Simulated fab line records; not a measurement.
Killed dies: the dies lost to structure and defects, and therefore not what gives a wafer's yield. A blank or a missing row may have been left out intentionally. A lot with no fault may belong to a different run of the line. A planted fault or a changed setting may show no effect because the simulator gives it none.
fab line records	flow sky130
record lots=15	wafers=45	lastDay=50
route steps=708 shown NWELL@82 LDD_LDN@291 RES_XHIGH@341 SD_N@350 LI_CONTACT@378
lots untouched by any fault: they come from a run of this same line in which no faults occurred
startH: hours from the record's opening day to when the first of the lot's shown wafers began	waitH: hours since the lot's step before	" as in the row above	L1.1+2: a row that stands for several wafers	- either no value or no given start	* or withheld: withheld	< > ~ a bound
route shown NAME@n: a module of which the file shows steps, and the number in the route of the first	usual: average and standard deviation across the fault-free wafers	same: alike in all rows	chamber/n: place in a boat	sites: per-site readings	_std_site: their standard deviation	_edge_site: the outer-site mean with the inner-site mean subtracted	radiusMm: how far each site lies from the wafer's centre	mask NAME#n: copy n	behind: tool/chamber where the wafer was last shaped	hold: the reason the lot was held/the length of the hold in hours/how it ended	device: whichever transistor did not switch (one of n, p or np)	end of line: at the end of the route, the tests of the same wafers	a step given without rows: its recipe and nothing more	killed: dies that structure and defects cost at the first sort, which is not the same as the wafer's yield	map: dies across one wafer; x = killed, . = not, _ = none there
set.NAME: the setting the step ran with; set.NAME@STEP: the setting that earlier step ran with	model.NAME: the simulator's own value behind a step, which no gauge read
route steps across a sampled set of lots; one table per step, one row per wafer
services: when a tool's chamber went out of use (startH, in hours from the record's first day, below 0 if earlier), for how many hours, and the reason
## steps
# step SKY_NWELL_RS_MEAS_29
# recipe thkMeasGauge=four-point-probe
# usual NWELL_RS=624.7/1.8
lot.wafer	tool	chamber	startH	waitH	NWELL_RS[ohm/sq]
L263.2	filmMetro-01	-	114.96	0.1	624.1
L263.3	"	-	"	"	624.5
L263.4	"	-	"	"	626.0
L265.3	filmMetro-01	-	128.81	0.1	623.2
L265.4	"	-	"	"	626.2
L265.5	"	-	"	"	625.3
L267.1	filmMetro-02	-	137.38	0.1	622.2
L267.3	"	-	"	"	621.0
L267.5	"	-	"	"	623.3
L268.4	filmMetro-01	-	145.32	0.1	628.0
L268.5	"	-	"	"	629.8
L268.6	"	-	"	"	628.9
L269.3	filmMetro-02	-	149.00	0.1	623.5
L269.4	"	-	"	"	623.8
L269.6	"	-	"	"	624.8
L270.1	filmMetro-04	-	155.43	0.1	626.1
L270.2	"	-	"	"	626.3
L270.6	"	-	"	"	625.3
L271.1	filmMetro-02	-	162.03	0.1	623.8
L271.3	"	-	"	"	623.5
L271.6	"	-	"	"	623.7
L272.1	filmMetro-02	-	169.39	0.1	623.4
L272.5	"	-	"	"	623.9
L272.6	"	-	"	"	624.2
L276.1	filmMetro-01	-	207.61	0.1	622.8
L276.4	"	-	"	"	622.3
L276.5	"	-	"	"	622.2
L277.2	filmMetro-02	-	213.53	0.1	627.0
L277.3	"	-	"	"	626.4
L277.5	"	-	"	"	626.6
L278.1	filmMetro-02	-	219.17	0.1	623.0
L278.3	"	-	"	"	626.6
L278.5	"	-	"	"	623.5
L280.1	filmMetro-04	-	221.74	0.1	625.4
L280.3	"	-	"	"	627.2
L280.5	"	-	"	"	624.1
L283.3	filmMetro-02	-	238.62	0.1	624.3
L283.4	"	-	"	"	624.0
L283.5	"	-	"	"	623.3
L282.2	filmMetro-04	-	239.53	0.1	625.4
L282.4	"	-	"	"	624.7
L282.6	"	-	"	"	624.7
L284.1	filmMetro-04	-	244.87	0.1	624.3
L284.4	"	-	"	"	622.1
L284.5	"	-	"	"	624.1
# step SKY_LDD_LDN_COAT_02
# recipe resist=NOVOLAK	spinRpm=3000	resistThkNm=1140
# usual chillPlateTempC=22.99/0.11	dispensePressureKPa=47.1/2.1	resistLineTempC=23.01/0.095
lot.wafer	tool	chamber	startH	waitH	chillPlateTempC	dispensePressureKPa	resistLineTempC
L263.2	lithoTrack-04	0	522.12	0.1	23.04	44.6	23.03
L263.3	"	0	"	"	23.02	44.7	23.04
L263.4	"	0	"	"	22.94	44.6	22.80
L265.3	lithoTrack-01	0	550.81	0.1	23.06	47.5	23.08
L265.4	"	0	"	"	22.91	47.5	23.06
L265.5	"	0	"	"	23.28	47.4	22.98
L267.1	lithoTrack-02	0	557.59	0.1	23.15	50.4	23.02
L267.3	"	0	"	"	23.21	50.4	22.99
L267.5	"	0	"	"	22.93	50.4	23.10
L268.4	lithoTrack-04	0	567.07	0.1	23.00	44.6	22.95
L268.5	"	0	"	"	22.96	44.6	22.93
L268.6	"	0	"	"	23.06	44.6	23.03
L269.3	lithoTrack-04	-	578.74	0.1	-	-	-
L269.4	"	-	"	"	-	-	-
L269.6	"	-	"	"	-	-	-
L270.1	lithoTrack-04	-	587.69	0.1	-	-	-
L270.2	"	-	"	"	-	-	-
L270.6	"	-	"	"	-	-	-
L271.1	lithoTrack-01	-	597.56	0.1	-	-	-
L271.3	"	-	"	"	-	-	-
L271.6	"	-	"	"	-	-	-
L272.1	lithoTrack-01	0	602.36	0.1	22.91	47.5	23.05
L272.5	"	0	"	"	22.92	47.5	22.93
L272.6	"	0	"	"	23.15	47.5	23.02
L276.1	lithoTrack-02	0	657.74	0.1	23.05	50.4	22.89
L276.4	"	0	"	"	23.05	50.4	22.98
L276.5	"	0	"	"	23.02	50.4	23.02
L277.2	lithoTrack-04	0	660.67	0.1	23.05	44.7	23.06
L277.3	"	0	"	"	23.12	44.6	23.11
L277.5	"	0	"	"	23.13	44.6	22.86
L278.1	lithoTrack-01	0	674.51	0.1	22.86	47.5	23.11
L278.3	"	0	"	"	23.03	47.5	23.09
L278.5	"	0	"	"	22.85	47.5	23.01
L280.1	lithoTrack-01	0	676.61	0.1	22.89	47.5	23.10
L280.3	"	0	"	"	22.94	47.5	22.96
L280.5	"	0	"	"	23.00	47.5	23.00
L283.3	lithoTrack-01	0	695.01	0.1	22.89	47.5	22.85
L283.4	"	0	"	"	23.20	47.5	22.97
L283.5	"	0	"	"	22.99	47.5	23.01
L282.2	lithoTrack-01	0	695.58	0.1	22.84	47.5	23.04
L282.4	"	0	"	"	22.95	47.5	23.17
L282.6	"	0	"	"	22.81	47.5	23.18
L284.1	lithoTrack-02	0	701.64	0.1	23.15	50.5	23.11
L284.4	"	0	"	"	22.88	50.4	23.03
L284.5	"	0	"	"	22.88	50.5	22.95
# step SKY_LDD_LDN_OVL_MEAS_07
# usual LDD_LDN_OVL=0.8/1.5
lot.wafer	tool	chamber	startH	waitH	LDD_LDN_OVL[nm]
L263.2	overlay-01	-	537.26	0.1	1.6
L263.3	"	-	"	"	0.1
L263.4	"	-	"	"	-0.3
L265.3	overlay-01	-	565.60	0.1	0.6
L265.4	"	-	"	"	2.8
L265.5	"	-	"	"	0.3
L267.1	overlay-01	-	572.19	0.1	1.1
L267.3	"	-	"	"	0.2
L267.5	"	-	"	"	-0.1
L268.4	overlay-02	-	581.53	0.1	1.5
L268.5	"	-	"	"	0.6
L268.6	"	-	"	"	0.7
L269.3	overlay-02	-	594.30	0.1	-
L269.4	"	-	"	"	-
L269.6	"	-	"	"	-
L270.1	overlay-02	-	602.59	0.1	-
L270.2	"	-	"	"	-
L270.6	"	-	"	"	-
L271.1	overlay-01	-	612.16	0.1	-
L271.3	"	-	"	"	-
L271.6	"	-	"	"	-
L272.1	overlay-02	-	616.91	0.1	-0.1
L272.5	"	-	"	"	-0.5
L272.6	"	-	"	"	0.9
L276.1	overlay-01	-	671.76	0.1	0.4
L276.4	"	-	"	"	1.7
L276.5	"	-	"	"	0.9
L277.2	overlay-02	-	675.11	0.1	-1.7
L277.3	"	-	"	"	-2.6
L277.5	"	-	"	"	-1.4
L278.1	overlay-02	-	689.16	0.1	2.1
L278.3	"	-	"	"	2.1
L278.5	"	-	"	"	1.5
L280.1	overlay-02	-	690.54	0.1	-0.8
L280.3	"	-	"	"	0.6
L280.5	"	-	"	"	-1.8
L283.3	overlay-01	-	708.35	0.1	2.9
L283.4	"	-	"	"	3.5
L283.5	"	-	"	"	2.0
L282.2	overlay-01	-	708.94	0.1	3.1
L282.4	"	-	"	"	1.6
L282.6	"	-	"	"	4.4
L284.1	overlay-01	-	714.29	0.1	4.3
L284.4	"	-	"	"	2.0
L284.5	"	-	"	"	2.7
# step SKY_RES_XHIGH_TW_MEAS_09
# usual RES_XHIGH_TW=1632/12
lot.wafer	tool	chamber	startH	waitH	RES_XHIGH_TW
L263.2	filmMetro-02	-	628.75	0.1	1642
L263.3	"	-	"	"	1641
L263.4	"	-	"	"	1637
L265.3	filmMetro-03	-	656.01	0.1	1624
L265.4	"	-	"	"	1621
L265.5	"	-	"	"	1623
L267.1	filmMetro-01	-	661.72	0.1	1652
L267.3	"	-	"	"	1651
L267.5	"	-	"	"	1653
L268.4	filmMetro-03	-	671.10	0.1	1614
L268.5	"	-	"	"	1613
L268.6	"	-	"	"	1610
L269.3	filmMetro-02	-	682.81	0.1	1899
L269.4	"	-	"	"	1915
L269.6	"	-	"	"	1914
L270.1	filmMetro-03	-	691.87	0.1	1889
L270.2	"	-	"	"	1895
L270.6	"	-	"	"	1895
L271.1	filmMetro-03	-	701.42	0.1	1896
L271.3	"	-	"	"	1887
L271.6	"	-	"	"	1894
L272.1	filmMetro-03	-	704.42	0.1	1621
L272.5	"	-	"	"	1626
L272.6	"	-	"	"	1620
L276.1	filmMetro-01	-	757.44	0.1	1638
L276.4	"	-	"	"	1638
L276.5	"	-	"	"	1631
L277.2	filmMetro-02	-	761.40	0.1	1636
L277.3	"	-	"	"	1639
L277.5	"	-	"	"	1640
L278.1	filmMetro-02	-	784.52	0.1	1636
L278.3	"	-	"	"	1637
L278.5	"	-	"	"	1627
L280.1	filmMetro-03	-	784.99	0.1	1629
L280.3	"	-	"	"	1624
L280.5	"	-	"	"	1628
L283.3	filmMetro-03	-	791.61	0.1	1618
L283.4	"	-	"	"	1622
L283.5	"	-	"	"	1626
L282.2	filmMetro-01	-	792.08	0.1	1636
L282.4	"	-	"	"	1632
L282.6	"	-	"	"	1638
L284.1	filmMetro-03	-	799.09	0.1	1633
L284.4	"	-	"	"	1625
L284.5	"	-	"	"	1626
# step SKY_SD_N_OVL_MEAS_08
# usual SD_N_OVL=0.4/1.2
lot.wafer	tool	chamber	startH	waitH	SD_N_OVL[nm]
L263.2	overlay-02	-	658.46	0.1	0.5
L263.3	"	-	"	"	0.4
L263.4	"	-	"	"	-1.6
L265.3	overlay-01	-	683.59	0.1	-1.1
L265.4	"	-	"	"	-1.1
L265.5	"	-	"	"	-1.3
L267.1	overlay-02	-	690.06	0.1	-2.5
L267.3	"	-	"	"	-2.2
L267.5	"	-	"	"	-2.6
L268.4	overlay-01	-	698.47	0.1	1.7
L268.5	"	-	"	"	2.8
L268.6	"	-	"	"	2.1
L269.3	overlay-02	-	710.52	0.1	-2.3
L269.4	"	-	"	"	-0.9
L269.6	"	-	"	"	-1.2
L270.1	overlay-01	-	719.68	0.1	-0.8
L270.2	"	-	"	"	0.1
L270.6	"	-	"	"	-1.3
L271.1	overlay-01	-	726.61	0.1	0.9
L271.3	"	-	"	"	-0.5
L271.6	"	-	"	"	2.2
L272.1	overlay-01	-	734.23	0.1	-1.6
L272.5	"	-	"	"	0.5
L272.6	"	-	"	"	0.8
L276.1	overlay-02	-	783.61	0.1	-0.7
L276.4	"	-	"	"	-0.8
L276.5	"	-	"	"	0.9
L277.2	overlay-02	-	787.63	0.1	0.1
L277.3	"	-	"	"	0.6
L277.5	"	-	"	"	0.6
L278.1	overlay-01	-	810.66	0.1	-1.2
L278.3	"	-	"	"	-0.7
L278.5	"	-	"	"	-0.8
L280.1	overlay-01	-	811.38	0.1	0.4
L280.3	"	-	"	"	1.1
L280.5	"	-	"	"	1.0
L283.3	overlay-01	-	817.37	0.1	2.2
L283.4	"	-	"	"	2.0
L283.5	"	-	"	"	0.6
L282.2	overlay-01	-	817.68	0.1	0.6
L282.4	"	-	"	"	1.2
L282.6	"	-	"	"	1.4
L284.1	overlay-02	-	825.03	0.1	2.0
L284.4	"	-	"	"	2.8
L284.5	"	-	"	"	2.3
# step SKY_LI_CONTACT_STRIP_16
# recipe chemistry=O2/N2	powerW=1400	pressureMtorr=1500	platenTempC=withheld	o2FlowSccm=3000	n2FlowSccm=300	overashFraction=0.5
# usual drypumpMotorCurrentA=5.8/0.52	n2FlowSccm=300.0/0.92	oesProductAu=0.375/0.0047	stripTimeToEndpointS=3.49/0.031
lot.wafer	tool	chamber	startH	waitH	drypumpMotorCurrentA	n2FlowSccm	oesProductAu	rfHoursCounterH	stripTimeToEndpointS
L263.2	plasmaAsher-02	0	689.79	-	6.2	300.5	0.379	89	3.53
L263.3	"	1	"	"	5.6	301.6	0.375	-	3.46
L263.4	"	0	"	"	6.2	300.7	0.378	-	3.53
L265.3	plasmaAsher-01	1	711.88	-	4.8	300.6	0.378	-	3.54
L265.4	"	0	"	"	6.3	300.2	0.370	-	3.46
L265.5	"	1	"	"	4.8	299.0	0.376	-	3.54
L267.1	plasmaAsher-02	0	720.00	-	6.2	299.8	0.375	92	3.52
L267.3	"	1	"	"	5.6	301.1	0.378	-	3.51
L267.5	"	1	"	"	5.6	300.4	0.373	-	3.48
L268.4	plasmaAsher-03	1	725.30	-	5.4	298.5	0.379	-	3.51
L268.5	"	1	"	"	5.4	299.2	0.369	-	3.45
L268.6	"	0	"	"	6.2	299.6	0.376	-	3.47
L269.3	plasmaAsher-01	1	742.85	-	4.8	300.7	0.373	-	3.45
L269.4	"	0	"	"	6.3	301.6	0.371	-	3.47
L269.6	"	1	"	"	4.8	300.7	0.381	-	3.50
L270.1	plasmaAsher-03	0	749.58	-	6.2	299.0	0.387	59	3.50
L270.2	"	1	"	"	5.3	299.0	0.374	59	3.43
L270.6	"	0	"	"	6.2	299.2	0.370	-	3.51
L271.1	plasmaAsher-02	1	755.05	-	5.6	300.0	0.383	96	3.53
L271.3	"	0	"	"	6.2	299.9	0.378	-	3.54
L271.6	"	1	"	"	5.6	299.8	0.378	-	3.53
L272.1	plasmaAsher-02	1	763.40	-	5.6	298.9	0.368	97	3.45
L272.5	"	0	"	"	6.2	299.4	0.370	-	3.48
L272.6	"	1	"	"	5.6	299.1	0.378	-	3.48
L276.1	plasmaAsher-01	1	812.49	-	4.8	299.7	0.380	6	3.49
L276.4	"	0	"	"	6.3	299.4	0.371	-	3.45
L276.5	"	1	"	"	4.8	300.5	0.370	-	3.50
L277.2	plasmaAsher-02	1	815.55	-	5.6	299.7	0.377	102	3.50
L277.3	"	0	"	"	6.2	301.9	0.372	-	3.50
L277.5	"	1	"	"	5.6	298.6	0.374	-	3.48
L278.1	plasmaAsher-01	0	838.20	-	6.3	299.4	0.376	9	3.51
L278.3	"	1	"	"	4.8	300.9	0.385	-	3.48
L278.5	"	0	"	"	6.3	300.0	0.376	-	3.49
L280.1	plasmaAsher-02	1	839.35	-	5.6	300.0	0.377	104	3.47
L280.3	"	0	"	"	6.2	300.0	0.378	-	3.45
L280.5	"	1	"	"	5.6	300.3	0.362	-	3.49
L283.3	plasmaAsher-03	1	845.79	-	5.3	302.1	0.376	-	3.51
L283.4	"	0	"	"	6.2	300.4	0.382	-	3.50
L283.5	"	0	"	"	6.2	299.6	0.377	-	3.49
L282.2	plasmaAsher-03	1	846.44	-	5.3	299.9	0.378	69	3.51
L282.4	"	1	"	"	5.3	299.1	0.375	-	3.43
L282.6	"	1	"	"	5.4	299.7	0.372	-	3.47
L284.1	plasmaAsher-03	1	852.17	-	5.3	301.1	0.376	70	3.47
L284.4	"	0	"	"	6.2	299.2	0.377	-	3.46
L284.5	"	0	"	"	6.2	300.9	0.379	-	3.50
## services
tool	chamber	startH	hours	kind
plasmaAsher-01	-	580.32	5.3	repair
plasmaAsher-03	-	596.63	2.4	repair
plasmaAsher-01	-	614.11	7.3	repair
plasmaAsher-02	-	618.78	1.1	repair
plasmaAsher-01	-	733.75	9.0	pm
plasmaAsher-01	0	733.75	9.0	ventCycle
plasmaAsher-01	1	733.75	9.0	ventCycle
plasmaAsher-01	0	742.75	-	clean
plasmaAsher-01	1	742.75	-	clean
plasmaAsher-01	-	746.86	4.0	repair
plasmaAsher-02	-	781.52	1.0	repair
plasmaAsher-03	-	790.02	0.8	repair
plasmaAsher-02	-	837.83	1.2	repair
plasmaAsher-01	-	844.24	4.9	repair
plasmaAsher-01	-	850.59	5.1	repair
## key
firstSign step=SKY_LDD_LDN_COAT_02	reading=toolRecord	direction=missing
effect step=SKY_LDD_LDN_OVL_MEAS_07	reading=LDD_LDN_OVL	direction=missing
effect step=SKY_RES_XHIGH_TW_MEAS_09	reading=RES_XHIGH_TW	direction=up	sigmas=23	usual=1632	struck=1898
metAt SKY_LDD_LDN_COAT_02
struckLots L269,L270,L271
sortLeftOut L269.3,L269.4,L269.6,L270.1,L270.2,L270.6,L271.1,L271.3,L271.6
testerLeftOut L269,L270,L271
notActingAt SKY_NWELL_RS_MEAS_29,SKY_SD_N_OVL_MEAS_08,SKY_LI_CONTACT_STRIP_16
onsetBetween 567.07 578.74
fault kind=skippedStepWhole	tool=lithoTrack-01,lithoTrack-04	chamber=-	onsetH=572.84	steps=SKY_LDD_LDN_COAT_02	scope=struckLotsOnly
# testerLeftOut: of these lots the tester's yield and bins aren't shown, on N5 and GAA mostly nor the transistor test; their killed dies are dies lost to structure and defects alone, not to doping, threshold or leakage, so they don't give the yield
# sortLeftOut: the simulated sort isn't trusted on such a fault, so these wafers' sort isn't shown, and their yield isn't known
